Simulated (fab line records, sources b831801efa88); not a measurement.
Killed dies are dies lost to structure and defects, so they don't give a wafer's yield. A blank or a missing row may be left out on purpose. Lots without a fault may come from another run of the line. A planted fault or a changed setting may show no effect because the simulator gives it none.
Which tool did it? | flow gf180mcu | 24 lots, 72 wafers sampled, at 3 steps of a route of 602

WHAT THE GAUGES READ, wafer by wafer
GF_V2_CD_MEAS_14: target cd 260 nm. Usual: cd_nm 259.8 nm, standard deviation 1.3.
lot  | measured     | on        | cd_nm (nm)        | flag
L074 | day 20 09:31 | cd_sem-01 | 258.2 258.5 257.8 |
L075 | day 20 17:14 | cd_sem-01 | 257.8 258.7 257.7 |
L076 | day 21 04:04 | cd_sem-02 | 257.2 257.6 257.0 |
L077 | day 21 16:28 | cd_sem-01 | 260.9 260.9 260.1 |
L078 | day 21 22:03 | cd_sem-02 | 259.1 260.0 259.3 |
L079 | day 22 11:56 | cd_sem-02 | 258.6 259.7 259.8 |
L080 | day 22 20:50 | cd_sem-02 | 257.3 257.6 258.5 |
L081 | day 23 03:35 | cd_sem-02 | 260.2 259.5 258.2 |
L082 | day 23 09:16 | cd_sem-02 | 259.1 260.4 259.9 |
L083 | day 23 19:59 | cd_sem-01 | 259.9 261.4 261.0 |
L084 | day 24 05:10 | cd_sem-01 | 263.2 262.0 260.7 |
L085 | day 24 10:52 | cd_sem-02 | 258.7 259.7 258.2 |
L086 | day 24 10:58 | cd_sem-01 | 259.9 260.8 261.2 |
L087 | day 25 02:43 | cd_sem-02 | 260.3 259.4 259.3 |
L088 | day 25 07:22 | cd_sem-01 | 261.1 260.6 261.4 |
L089 | day 25 16:34 | cd_sem-01 | 259.0 259.7 257.8 |
L090 | day 25 22:05 | cd_sem-02 | 260.3 260.2 260.5 |
L091 | day 26 06:04 | cd_sem-02 | 260.3 260.5 261.7 |
L092 | day 26 14:02 | cd_sem-02 | 259.8 261.1 259.9 |
L093 | day 26 21:07 | cd_sem-02 | 263.0 260.5 260.8 |
L094 | day 27 02:20 | cd_sem-01 | 261.5 261.2 261.2 |
L095 | day 27 08:59 | cd_sem-01 | 259.3 259.5 258.6 |
L096 | day 27 20:05 | cd_sem-02 | 260.4 260.4 259.0 |
L097 | day 27 21:23 | cd_sem-02 | 260.2 259.1 259.3 |

WHICH TOOL RAN EACH LOT (tool, then ch and the chambers of the sampled wafers, then the start)
lot  | GF_V1_CMP_26                  | GF_M2_SPUTTER_01
L074 | cmp-01 ch 2,3, day 18 07:32   | pvd_sputter-04, day 18 07:53
L075 | cmp-02 ch 0,3, day 18 14:47   | pvd_sputter-01, day 18 15:11
L076 | cmp-02 ch 0,1,2, day 19 01:59 | pvd_sputter-04, day 19 02:20
L077 | cmp-01 ch 0,1, day 19 14:37   | pvd_sputter-01, day 19 15:01
L078 | cmp-02 ch 0,1,3, day 19 19:44 | pvd_sputter-01, day 19 20:08
L079 | cmp-01 ch 1,2, day 20 10:36   | pvd_sputter-01, day 20 10:57
L080 | cmp-02 ch 1,2,3, day 20 20:02 | pvd_sputter-04, day 20 20:23
L081 | cmp-02 ch 2,3, day 21 03:22   | pvd_sputter-04, day 21 03:43
L082 | cmp-02 ch 1,2,3, day 21 08:21 | pvd_sputter-04, day 21 08:39
L083 | cmp-01 ch 0,1,3, day 21 19:44 | pvd_sputter-02, day 21 19:59
L084 | cmp-02 ch 2,3, day 22 05:07   | pvd_sputter-01, day 22 05:32
L085 | cmp-02 ch 0,1,3, day 22 11:30 | pvd_sputter-02, day 22 11:48
L086 | cmp-01 ch 1,2,3, day 22 12:11 | pvd_sputter-04, day 22 12:29
L087 | cmp-02 ch 0,2,3, day 23 04:32 | pvd_sputter-01, day 23 04:50
L088 | cmp-01 ch 0,1,3, day 23 09:44 | pvd_sputter-02, day 23 10:08
L089 | cmp-02 ch 2,3, day 23 20:14   | pvd_sputter-04, day 23 20:38
L090 | cmp-01 ch 0,2,3, day 24 00:01 | pvd_sputter-02, day 24 00:22
L091 | cmp-02 ch 0,1,2, day 24 08:52 | pvd_sputter-02, day 24 09:16
L092 | cmp-01 ch 0,1,2, day 24 17:23 | pvd_sputter-01, day 24 17:47
L093 | cmp-01 ch 0,1,2, day 25 01:37 | pvd_sputter-02, day 25 02:01
L094 | cmp-02 ch 0,1,2, day 25 07:13 | pvd_sputter-02, day 25 07:28
L095 | cmp-01 ch 1,2, day 25 13:23   | pvd_sputter-02, day 25 13:47
L096 | cmp-02 ch 0,2,3, day 26 01:29 | pvd_sputter-04, day 26 01:50
L097 | cmp-01 ch 1,2, day 26 02:03   | pvd_sputter-02, day 26 02:24
- GF_V1_CMP_26: polishes, stops on SiO2, t overpolish 15 s, target thk 0 nm.
- GF_M2_SPUTTER_01: material TiN, target thk 30 nm, time 25 s.

WHAT THE TOOLS THEMSELVES READ (means of the sampled wafers that have a number; where no wafer has one, the mark that the record gives instead)
GF_V1_CMP_26. Usual: motor_current_A 10.9 A, standard deviation 1.2; overpolish_run_s 14.998 s, standard deviation 0.0083; time_to_endpoint_s 85 s, standard deviation 4.3.
lot  | tool   | motor_current_A (A) | overpolish_run_s (s) | time_to_endpoint_s (s) | flag
L074 | cmp-01 | 10.7                | 14.992               | 88                     |
L075 | cmp-02 | 10.6                | 14.997               | 93                     |
L076 | cmp-02 | 12.1                | 15.007               | 88                     |
L077 | cmp-01 | 10.7                | 14.995               | 79                     |
L078 | cmp-02 | 11.1                | 14.998               | 87                     |
L079 | cmp-01 | 11.4                | 14.996               | 88                     |
L080 | cmp-02 | 11.1                | 14.989               | 88                     |
L081 | cmp-02 | 10.5                | 14.987               | 84                     |
L082 | cmp-02 | 11.1                | 14.998               | 85                     |
L083 | cmp-01 | 10.1                | 14.996               | 85                     |
L084 | cmp-02 | 10.6                | 14.999               | 83                     |
L085 | cmp-02 | 11.0                | 14.999               | 85                     |
L086 | cmp-01 | 10.8                | 15.009               | 87                     |
L087 | cmp-02 | 10.5                | 14.992               | 87                     |
L088 | cmp-01 | 10.1                | 14.997               | 79                     |
L089 | cmp-02 | 10.8                | 14.997               | 84                     |
L090 | cmp-01 | 9.8                 | 15.005               | 86                     |
L091 | cmp-02 | 12.1                | 15.001               | 85                     |
L092 | cmp-01 | 11.0                | 15.001               | 81                     |
L093 | cmp-01 | 10.7                | 15.001               | 83                     |
L094 | cmp-02 | 11.8                | 15.002               | 84                     |
L095 | cmp-01 | 11.8                | 15.009               | 85                     |
L096 | cmp-02 | 10.7                | 14.991               | 79                     |
L097 | cmp-01 | 11.6                | 14.998               | 87                     |

GF_M2_SPUTTER_01. Usual: throttle_valve_pct 29.8 %, standard deviation 1.
lot  | tool           | throttle_valve_pct (%) | flag
L074 | pvd_sputter-04 | 29.7                   |
L075 | pvd_sputter-01 | 30.0                   |
L076 | pvd_sputter-04 | 30.4                   |
L077 | pvd_sputter-01 | 30.0                   |
L078 | pvd_sputter-01 | 29.5                   |
L079 | pvd_sputter-01 | 30.3                   |
L080 | pvd_sputter-04 | 30.4                   |
L081 | pvd_sputter-04 | 30.9                   |
L082 | pvd_sputter-04 | 29.3                   |
L083 | pvd_sputter-02 | 30.2                   |
L084 | pvd_sputter-01 | 30.0                   |
L085 | pvd_sputter-02 | 30.0                   |
L086 | pvd_sputter-04 | 30.8                   |
L087 | pvd_sputter-01 | 30.3                   |
L088 | pvd_sputter-02 | 30.1                   |
L089 | pvd_sputter-04 | 28.9                   |
L090 | pvd_sputter-02 | 30.0                   |
L091 | pvd_sputter-02 | 29.0                   |
L092 | pvd_sputter-01 | 29.8                   |
L093 | pvd_sputter-02 | 29.8                   |
L094 | pvd_sputter-02 | 29.2                   |
L095 | pvd_sputter-02 | 29.1                   |
L096 | pvd_sputter-04 | 29.0                   |
L097 | pvd_sputter-02 | 30.6                   |

THE ANSWER, worked out from the rows above alone
Rule: a lot is off if the mean of its wafers that have a number lies more than 3 standard deviations from the usual mean. A lot without any number at a reading at which 4 lots or more have one is off too. The other lots that the step has rows for count as sound. The gauges are gone through in route order, then the tools' own readings, and for those a lot's mean is taken as printed above. The first step at which some lot is off is used, and at that step the reading that is off furthest; a lot without a number counts as furthest.
No lot is off at any reading shown: from this, nothing can be told.

WHAT THE SIMULATOR HAD PUT IN
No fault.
